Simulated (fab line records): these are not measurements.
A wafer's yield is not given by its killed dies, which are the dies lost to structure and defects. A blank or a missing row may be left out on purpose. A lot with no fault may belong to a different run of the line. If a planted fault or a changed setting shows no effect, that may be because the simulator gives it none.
Which tool did it? | flow gf180mcu | at 1 step of a route of 602, 6 lots with 18 wafers sampled

## WHAT THE GAUGES SHOWED, per wafer
GF_HV_LDD_THK_MEAS_55.
lot  | measured     | on           | HV_LDD_CVD_54_THK (nm)
L746 | day 12 15:54 | filmMetro-04 | 10.25 10.10 10.12
L748 | day 13 16:38 | filmMetro-03 | 10.15 9.98 10.14
L757 | day 16 20:56 | filmMetro-03 | 10.03 9.95 9.98
L760 | day 17 12:54 | filmMetro-04 | 10.30 10.37 10.32
L765 | day 19 08:55 | filmMetro-04 | 10.10 10.14 10.20
L768 | day 20 04:13 | filmMetro-04 | 10.02 9.95 10.06

## TOOL THAT RAN EACH LOT (tool first, then ch and the chambers of the sampled wafers, then the start)
There is no process step in the record ahead of these readings.

## THE ANSWER, worked out from the rows above alone
Rule: usual is defined by the lots themselves. Put in order of their means at a reading, lots are off if they are a third of the lots or fewer, leave a main group of 4 or more, and stand apart from it by a gap of 3 or more times the standard deviation of the main group's means; of several such gaps the widest counts. Not used: any main group whose means are identical at the precision the tables above print for the reading. A lot without any number at a reading at which 4 lots or more have one is off too. Any other lot the step has rows for is counted as sound.
Nothing can be told from this: no lot is off at any reading shown.

## WHAT THE SIMULATOR PUT IN
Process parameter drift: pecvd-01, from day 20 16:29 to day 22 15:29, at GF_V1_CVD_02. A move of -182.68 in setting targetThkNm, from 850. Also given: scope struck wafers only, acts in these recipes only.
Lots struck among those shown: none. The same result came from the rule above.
